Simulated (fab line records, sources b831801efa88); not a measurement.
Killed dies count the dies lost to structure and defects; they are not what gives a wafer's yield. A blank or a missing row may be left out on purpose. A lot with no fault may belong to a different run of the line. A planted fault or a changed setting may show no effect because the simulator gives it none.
Problem report, 8D (eight disciplines) form, completed by code	flow gf180mcu	the parts of the form that need people (team, actions taken, sign-off) are left out

## 1. THE ISSUE
Wafers without a fault read 82 s, standard deviation 5.4; time_to_endpoint_s at GF_V2_CMP_04 reads a mean of 109 s on 2 wafers belonging to 2 lots. That is +5.0 standard deviations from the usual mean.
The step: polishes SiO2.
First seen on wafer L855.5, day 20 18:50, on cmp-01. Wafers with a number at this step in the record: 41, from 14 lots. By rule, "out" or "out of limits" means more than 4 standard deviations away from the usual mean. Any other wafer with a number is counted as sound.

## 2. WHAT IT IS, AND WHAT IT ISN'T
question	is	is not
which readings at this step	time_to_endpoint_s	edge_zone_pressure_frac, motor_current_A
which lots	L855, L857	L852, L863, L864, L865, L866, L867, L868, L870, L871, L872, L873, L874
which wafers of those lots	L855.5, L857.1	L855.2, L855.3, L857.4
read on which tools	cmp-01	cmp-02
when	from day 20 18:50	up to then (5 sound wafers); but 34 sound wafers of L857, L863, L864, L865, L866, L867, L868, L870, L871, L872, L873, L874 came after

## 3. THE SUSPECTS, EACH WITH WHAT RULES IT OUT
Counting: a tool at a process step up to the reading stays a suspect if it ran every lot that is out. Sound lots after the first of them don't rule it out here, since some wafers of a struck lot are sound.
- cmp-01 at GF_V2_CMP_04 (polishes SiO2): kept. It ran every lot that is out, first L855 (day 20 18:50). Its own time_to_endpoint_s readings are out on those wafers.
Remaining after the count: cmp-01 at GF_V2_CMP_04.

## 4. THE CAUSE (what the simulator had put in)
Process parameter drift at GF_V2_CMP_04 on cmp-01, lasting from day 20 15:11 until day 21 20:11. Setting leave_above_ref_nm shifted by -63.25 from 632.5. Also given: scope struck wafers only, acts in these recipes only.
This tool alone remained once counting was done.

## 5. THE EFFECT CHAIN, in route order
Rows list readings where the struck wafers' mean (over those with a number) sits beyond 3 standard deviations from the usual. Only readings for which the record gives a usual standard deviation are gone through. hours: the time from each lot's start at the first step in this table that gives one to its start at this step, as a median over the lots. sigmas: the change in usual standard deviations.
hours	step	reading	usual	on struck wafers	change	sigmas
0	GF_V2_CMP_04	time_to_endpoint_s	82 s	109	+27	+5.0
-	GF_V2_ETCH_17	oes_product_au	0.856 a.u.	0.810	-0.045	-11
Its process steps:
- GF_V2_CMP_04: polishes SiO2.
- GF_V2_ETCH_17: etches SiO2 in C4F8/O2/Ar, stops on TiN, target depth 630 nm.
At these later measuring or inspecting steps, every struck wafer for which the step has a row has a number for every such reading, and none has moved that far: GF_V2_OVL_MEAS_15.

## 6. WHAT WOULD HAVE CAUGHT IT SOONER
First out-of-limits reading in this record: day 20 18:50, which is 4 hours after fault onset at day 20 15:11.
